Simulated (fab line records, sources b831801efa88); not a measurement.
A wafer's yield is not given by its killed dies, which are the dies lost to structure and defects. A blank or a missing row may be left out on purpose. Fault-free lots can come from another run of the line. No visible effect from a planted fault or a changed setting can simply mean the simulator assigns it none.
fab line records    flow sky130    part 2 of 2: steps 43 to 43 of 43
[record] lots = 6  wafers = 18  last_day = 49
route steps=708 shown METAL3@558 VIA3@573 METAL4@598 PAD_OPEN@708
lots with no fault: from the same line, run without faults
start_h: hours from the record's first day to the start of the lot's first wafer shown    wait_h: hours from the lot's prior step to this one    " same as the row above    L1.1+2: a row that stands for several wafers    - value missing, or start not given    * or withheld: withheld    < > ~ a bound
route shown NAME@n: names a module that has steps shown in the file, with the first one's number in the route    usual: mean/standard deviation of fault-free wafers    same: alike in all rows    chamber/n: place in a boat    sites: the reading at each site    _std_site: how widely they spread, as a standard deviation    _edge_site: inner sites' mean taken away from outer sites' mean    radius_mm: how far each site lies from the wafer's centre    mask NAME#n: copy n    behind: tool/chamber where the wafer was last shaped    hold: the reason the lot was held/the length of the hold in hours/how it ended    device: transistor that didn't switch, given as n, p or np    end of line: the tests these same wafers got at the end of their route    where a step has no rows: the recipe by itself    killed: dies lost to structure and defects at the first sort, not the wafer's yield    map: a wafer's dies, x killed, . not, _ none there
set.NAME: the run value of the setting; set.NAME@STEP: its run value at that earlier step    model.NAME: the simulator's own value behind a step, which no gauge read
lots at selected steps of the route; one table per step, one row per wafer
services: a tool's chamber out of use, with start hour (start_h, from the record's first day; less than 0 if before it), hours out, and reason
[[steps]]
[step SKY_PAD_OPEN_PROBE_99]
[usual] defect_limited_yield = 82.3/1.9  killed_at_M0_to_M3 = 44/7.6  killed_at_M4_up = 3.2/1.7  killed_at_contacts = 24/5.7  killed_at_front_end = 16/3.9  killed_at_other = 0.2/0.45  killed_dies = 87/9.5  killed_open = 47/6.9  killed_short = 40/5.8  sort_bin_3_pad_short = 0.9/0.4  sort_bin_5_function = 10.4/1.4  sort_bin_6_memory = 6.4/1.1  sort_n_pass = 405/9.5  sort_yield_pct = 82.3/1.9
[same] gross_dies = 492  killed_at_back_side = 0  sort_bin_4_leakage[%] = 0  sort_bin_8_speed[%] = 0
lot.wafer  tool       chamber  start_h  wait_h  defect_limited_yield[%]  killed_at_M0_to_M3  killed_at_M4_up  killed_at_contacts  killed_at_front_end  killed_at_other  killed_dies  killed_open  killed_short  sort_bin_3_pad_short[%]  sort_bin_5_function[%]  sort_bin_6_memory[%]  sort_n_pass  sort_yield_pct[%]  model.etest.tester.sort_n_pass  model.etest.tester.sort_yield_pct  model.etest.tester.sort_bin_5_pct  model.etest.tester.sort_bin_3_pct
L233.1     prober-02  -        1073.56  0.1     83.3                     42                  2                22                  16                   0                82           47           35            0.6                      10.6                    5.5                   410          83.3               410                             83.33                              10.57                              0.6098
L233.2     prober-02  -        1073.61  0.1     82.3                     49                  1                19                  18                   0                87           53           34            0.6                      10.6                    6.5                   405          82.3               405                             82.32                              10.57                              0.6098
L233.4     prober-02  -        1073.71  0.2     82.3                     43                  2                21                  20                   1                87           43           44            0.8                      10.6                    6.3                   405          82.3               405                             82.32                              10.57                              0.813
L235.1     prober-02  -        1085.31  0.1     80.5                     60                  4                20                  11                   1                96           56           40            1.0                      12.2                    6.3                   396          80.5               396                             80.49                              12.2                               1.016
L235.4     prober-02  -        1085.46  0.2     79.7                     59                  4                21                  16                   0                100          52           48            1.0                      10.4                    8.9                   392          79.7               392                             79.67                              10.37                              1.016
L235.5     prober-02  -        1085.51  0.2     81.1                     46                  1                39                  7                    0                93           56           37            1.2                      12.8                    4.9                   399          81.1               399                             81.1                               12.8                               1.22
L237.1     prober-02  -        1099.53  0.1     82.5                     35                  1                31                  19                   0                86           42           44            1.4                      10.4                    5.7                   406          82.5               406                             82.52                              10.37                              1.423
L237.5     prober-02  -        1099.73  0.2     83.1                     34                  4                24                  20                   1                83           45           38            0.6                      9.3                     6.9                   409          83.1               409                             83.13                              9.35                               0.6098
L237.6     prober-02  -        1099.78  0.2     83.5                     36                  2                23                  20                   0                81           43           38            0.8                      10.2                    5.5                   411          83.5               411                             83.54                              10.16                              0.813
L243.1     prober-02  -        1137.18  0.1     75.6                     83                  3                20                  14                   0                120          39           30            1.4                      17.1                    5.9                   372          75.6               372                             75.61                              17.07                              1.423
L243.2     prober-02  -        1137.23  0.1     76.2                     90                  0                15                  11                   1                117          32           32            2.8                      14.2                    6.7                   375          76.2               375                             76.22                              14.23                              2.846
L243.6     prober-02  -        1137.43  0.2     71.1                     99                  7                17                  19                   0                142          45           53            2.6                      18.7                    7.5                   350          71.1               350                             71.14                              18.7                               2.642
L245.4     prober-02  -        1163.32  0.2     70.7                     89                  3                30                  21                   1                144          62           30            2.2                      18.5                    8.5                   348          70.7               348                             70.73                              18.5                               2.236
L245.5     prober-02  -        1163.37  0.2     73.0                     84                  4                26                  19                   0                133          40           49            2.0                      16.5                    8.5                   359          73.0               359                             72.97                              16.46                              2.033
L245.6     prober-02  -        1163.42  0.2     71.7                     95                  2                28                  14                   0                139          52           41            2.8                      18.3                    7.1                   353          71.7               353                             71.75                              18.29                              2.846
L250.2     prober-01  -        1179.00  0.1     82.5                     52                  3                16                  15                   0                86           45           41            1.2                      8.3                     7.9                   406          82.5               406                             82.52                              8.333                              1.22
L250.4     prober-01  -        1179.10  0.2     81.5                     41                  4                26                  19                   1                91           54           37            0.8                      11.0                    6.7                   401          81.5               401                             81.5                               10.98                              0.813
L250.6     prober-01  -        1179.20  0.2     80.3                     41                  5                32                  19                   0                97           56           41            0.8                      12.6                    6.3                   395          80.3               395                             80.28                              12.6                               0.813
// killed by level:class
L233.1 CONTACT:geometric_particle:open=11 VIA3:geometric_particle:open=10 VIA1:geometric_particle:open=8 LI_CONTACT:geometric_particle:open=5 VIA2:geometric_particle:open=5 VIA1:geometric_particle:short=5 POLY_GATE:geometric_particle:short=4 FIELD_ISO:geometric_particle:short=3
L233.2 VIA2:geometric_particle:open=10 VIA1:geometric_particle:open=10 LI_CONTACT:geometric_particle:open=9 FIELD_ISO:geometric_particle:short=7 FIELD_ISO:geometric_particle:open=6 VIA2:geometric_particle:short=6 VIA3:geometric_particle:open=6 CONTACT:geometric_particle:open=4
L233.4 FIELD_ISO:geometric_particle:short=8 VIA1:geometric_particle:open=8 LI_CONTACT:geometric_particle:open=7 CONTACT:geometric_particle:open=6 VIA3:geometric_particle:open=5 VIA2:geometric_particle:open=5 METAL1:geometric_particle:short=5 POLY_GATE:geometric_particle:short=4
L235.1 VIA1:geometric_particle:open=21 VIA1:geometric_particle:short=7 VIA3:geometric_particle:open=6 FIELD_ISO:geometric_particle:short=5 LI_CONTACT:geometric_particle:open=5 CONTACT:geometric_particle:short=5 VIA3:geometric_particle:short=5 VIA2:geometric_particle:open=5
L235.4 VIA1:geometric_particle:open=17 VIA3:geometric_particle:open=11 VIA1:geometric_particle:short=8 LOCAL_INTERCONNECT:geometric_particle:short=7 POLY_GATE:geometric_particle:open=6 VIA2:geometric_particle:short=6 FIELD_ISO:geometric_particle:short=5 CONTACT:geometric_particle:open=5
L235.5 CONTACT:geometric_particle:open=12 LI_CONTACT:geometric_particle:open=11 VIA1:geometric_particle:open=11 VIA3:geometric_particle:open=9 VIA2:geometric_particle:open=7 CONTACT:geometric_particle:short=6 LOCAL_INTERCONNECT:geometric_particle:short=5 METAL2:geometric_particle:short=5
L237.1 CONTACT:geometric_particle:open=12 LI_CONTACT:geometric_particle:open=11 METAL1:geometric_particle:short=8 POLY_GATE:geometric_particle:short=7 CONTACT:geometric_particle:short=5 VIA1:geometric_particle:open=5 VIA1:geometric_particle:short=5 METAL2:geometric_particle:short=5
L237.5 CONTACT:geometric_particle:open=8 VIA3:geometric_particle:open=8 VIA2:geometric_particle:open=7 VIA1:geometric_particle:open=6 FIELD_ISO:geometric_particle:short=5 POLY_GATE:geometric_particle:open=5 LI_CONTACT:geometric_particle:open=5 CONTACT:geometric_particle:short=5
L237.6 VIA2:geometric_particle:open=9 POLY_GATE:geometric_particle:short=8 CONTACT:geometric_particle:short=7 POLY_GATE:geometric_particle:open=6 LI_CONTACT:geometric_particle:open=6 CONTACT:geometric_particle:open=6 VIA1:geometric_particle:short=6 VIA1:geometric_particle:open=6
L243.1 METAL3:unspecified=51 LI_CONTACT:geometric_particle:open=8 VIA1:geometric_particle:open=7 VIA2:geometric_particle:open=7 FIELD_ISO:geometric_particle:open=4 POLY_GATE:geometric_particle:short=4 CONTACT:geometric_particle:open=4 LOCAL_INTERCONNECT:geometric_particle:short=4
L243.2 METAL3:unspecified=53 VIA1:geometric_particle:open=13 FIELD_ISO:geometric_particle:short=5 VIA2:geometric_particle:open=5 LI_CONTACT:geometric_particle:open=4 VIA2:geometric_particle:short=4 METAL3:geometric_particle:short=4 LI_CONTACT:geometric_particle:short=3
L243.6 METAL3:unspecified=44 METAL1:geometric_particle:short=9 VIA1:geometric_particle:short=8 VIA1:geometric_particle:open=8 VIA3:geometric_particle:open=8 FIELD_ISO:geometric_particle:open=7 CONTACT:geometric_particle:open=6 METAL2:geometric_particle:short=6
L245.4 METAL3:unspecified=52 LI_CONTACT:geometric_particle:open=11 CONTACT:geometric_particle:open=9 VIA1:geometric_particle:open=8 FIELD_ISO:geometric_particle:open=7 VIA3:geometric_particle:open=6 VIA2:geometric_particle:open=6 FIELD_ISO:geometric_particle:short=5
L245.5 METAL3:unspecified=44 VIA1:geometric_particle:open=11 CONTACT:geometric_particle:open=8 VIA2:geometric_particle:open=6 METAL2:geometric_particle:short=6 FIELD_ISO:geometric_particle:short=5 POLY_GATE:geometric_particle:short=5 LOCAL_INTERCONNECT:geometric_particle:short=5
L245.6 METAL3:unspecified=46 LI_CONTACT:geometric_particle:open=11 VIA3:geometric_particle:open=10 VIA1:geometric_particle:open=9 CONTACT:geometric_particle:open=8 METAL2:geometric_particle:short=8 LOCAL_INTERCONNECT:geometric_particle:short=6 VIA3:geometric_particle:short=6
L250.2 VIA1:geometric_particle:open=12 CONTACT:geometric_particle:open=8 VIA2:geometric_particle:open=7 METAL1:geometric_particle:short=7 VIA1:geometric_particle:short=5 POLY_GATE:geometric_particle:short=5 VIA3:geometric_particle:open=5 VIA2:geometric_particle:short=5
L250.4 VIA3:geometric_particle:open=10 CONTACT:geometric_particle:open=10 VIA1:geometric_particle:open=9 CONTACT:geometric_particle:short=6 POLY_GATE:geometric_particle:short=5 LI_CONTACT:geometric_particle:open=5 METAL1:geometric_particle:short=5 POLY_GATE:geometric_particle:open=4
L250.6 LI_CONTACT:geometric_particle:open=11 CONTACT:geometric_particle:open=11 VIA2:geometric_particle:open=10 VIA3:geometric_particle:open=8 VIA1:geometric_particle:open=6 POLY_GATE:geometric_particle:short=5 LOCAL_INTERCONNECT:geometric_particle:short=4 CONTACT:geometric_particle:short=4
// map L243.6 (x killed, . not)
__________....xx...._________
________......x......._______
______............x....._____
_____...xx......x........____
____...x......xxx..xx.....___
___..x.............xxxxxx.x__
__.........x.....x.xxxxxxxx._
_..x..x..x.........xxxxxxxxxx
_..x.xx...........xxxxxxxxxx.
_..........x.......xxxxxxxx..
_.x..xx...........xxxxxxxx...
_.x..x..xx..x....x...xx.xx...
_xx......xx......x.x...xxxxx.
_xx.x..x.......x........x..x.
_.......x..........x.....x..x
__..x..xx.x....x..xx........_
___...........x.x.x....x.x.__
____.x..xx......x.....x.x.___
_____...xxx..xxxx........____
______.x...x.xx...x....x_____
________..x..........._______
__________.......x.._________
// map L245.4 (x killed, . not)
__________.x.x...x.._________
________.x...x.x.x.xxx_______
______...x......x...x..._____
_____.......x..x.....x...____
____..x....x.....x....x.x.___
___.........x........xxxx..__
__..x.....x...x.x...xxxxxx.._
_....x.....x.x....xxxxxxxx...
_...x....x.......xxxxxxxxxxx.
_.x........x.....x..xxxxxxx..
_...x...x........xx.xxxxxxx..
_.x......x.........xxxxxx.x..
_x.....xx...xx......xxxxx...x
_......x..................xxx
_x..x..........x...x.......x.
__..x...x.....x..x.....xx..._
___x..x....x....x.......x..__
____......x..xxx......xx..___
_____..x.....x....x......____
______..x..xx....xx...x._____
________........x....x_______
__________xx..x.x.xx_________
[[services]]
tool            chamber  start_h  hours  kind
pvd_sputter-02  -        880.20   4.8    repair
pvd_sputter-04  -        890.21   0.9    repair
pvd_sputter-04  -        890.26   5.2    repair
pvd_sputter-04  -        894.11   5.4    repair
cmp-02          -        908.45   4.9    repair
rie_diel-03     0        910.92   5.7    repair
cmp-02          -        913.36   4.0    pm
rie_metal-04    -        919.61   10.6   repair
cmp-01          -        922.08   0.5    repair
cmp-02          -        923.62   8.3    pm
rie_diel-02     -        929.36   4.3    pm
pvd_sputter-02  -        931.67   1.4    repair
rie_diel-03     -        932.45   0.3    repair
rie_metal-03    -        955.18   0.6    repair
rie_metal-04    1        959.23   2.5    repair
pvd_sputter-04  -        971.67   4.9    repair
pvd_sputter-01  -        979.70   3.2    repair
pvd_sputter-03  -        989.26   21.2   repair
rie_diel-02     0        1001.29  13.4   repair
rie_metal-03    -        1013.69  1.4    pm
cmp-01          -        1019.40  3.8    repair
rie_metal-04    1        1045.65  7.9    repair
cmp-01          -        1046.16  0.7    repair
cmp-01          -        1052.91  1.1    repair
[[key]]
[first_sign] step = SKY_PAD_OPEN_PROBE_99  reading = killed_at_M0_to_M3  direction = up  sigmas = 6.1  usual = 44  struck = 90
[effect] step = SKY_PAD_OPEN_PROBE_99  reading = sort_bin_5_function  direction = up  sigmas = 4.8  usual = 10.4  struck = 17.2
[model_effect] step = SKY_PAD_OPEN_PROBE_99  value = etest.tester.sort_n_pass  without = 400.2  struck = 359.5
met_at SKY_METAL3_STRIP_20
struck_wafers L243.1,L243.2,L243.6,L245.4,L245.5,L245.6
onset_between 914.26 983.56
[fault] kind = chamber_particle_source  tool = wet_bench-04  chamber = -  onset_h = 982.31  steps = SKY_METAL3_STRIP_20  rate_per_visit_cm2 = 0.54496  end_h = 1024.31
